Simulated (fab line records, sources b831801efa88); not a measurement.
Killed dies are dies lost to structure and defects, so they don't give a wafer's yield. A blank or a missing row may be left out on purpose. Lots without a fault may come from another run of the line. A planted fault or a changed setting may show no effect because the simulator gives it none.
Chamber matching | flow gf180mcu | GF_V4_CVD_02 on pecvd-03: 3 sister chambers
The step deposits SiO2 from TEOS, target thk 850 nm, time 94.851 s. 3 wafers are shown with their chamber, then 7 later ones without.

WAFERS WITH THEIR CHAMBER
wafer  | chamber | heater_power_outer_w (W)
L518.5 | 2       | 343
L519.2 | 1       | 415
L519.3 | 0       | 357

WAFERS WITHOUT THEIR CHAMBER
wafer  | heater_power_outer_w (W)
L519.6 | 370
L520.1 | 365
L520.2 | 367
L520.3 | 370
L523.1 | 439
L523.3 | 300
L523.4 | 457

WHICH CHAMBER EACH WENT THROUGH
wafer  | from the rows above          | in truth
L519.6 | can't be placed: 0 or 2 or 1 | 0
L520.1 | can't be placed: 0 or 2 or 1 | 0
L520.2 | can't be placed: 0 or 2 or 1 | 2
L520.3 | can't be placed: 0 or 2 or 1 | 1
L523.1 | 1                            | 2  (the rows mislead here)
L523.3 | can't be placed: 2 or 0      | 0
L523.4 | 1                            | 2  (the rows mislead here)
Placed correctly: 0 of 7. Can't be placed from these rows: 5 (the true chamber is among the candidates in 5). Placed wrongly: 2.
How it was worked out, from the rows above alone: a wafer's distance from a chamber is the root of the sum, over the readings, of the square of ((its reading less the chamber's mean) divided by the reading's scatter). The wafer belongs to the nearest chamber; if the next one is less than 2 further off, it can't be placed. A chamber's mean is the mean of its shown wafers. The scatter: with one shown wafer a chamber, the root of the mean of the squares of how far each hidden wafer lies from its nearest shown one.
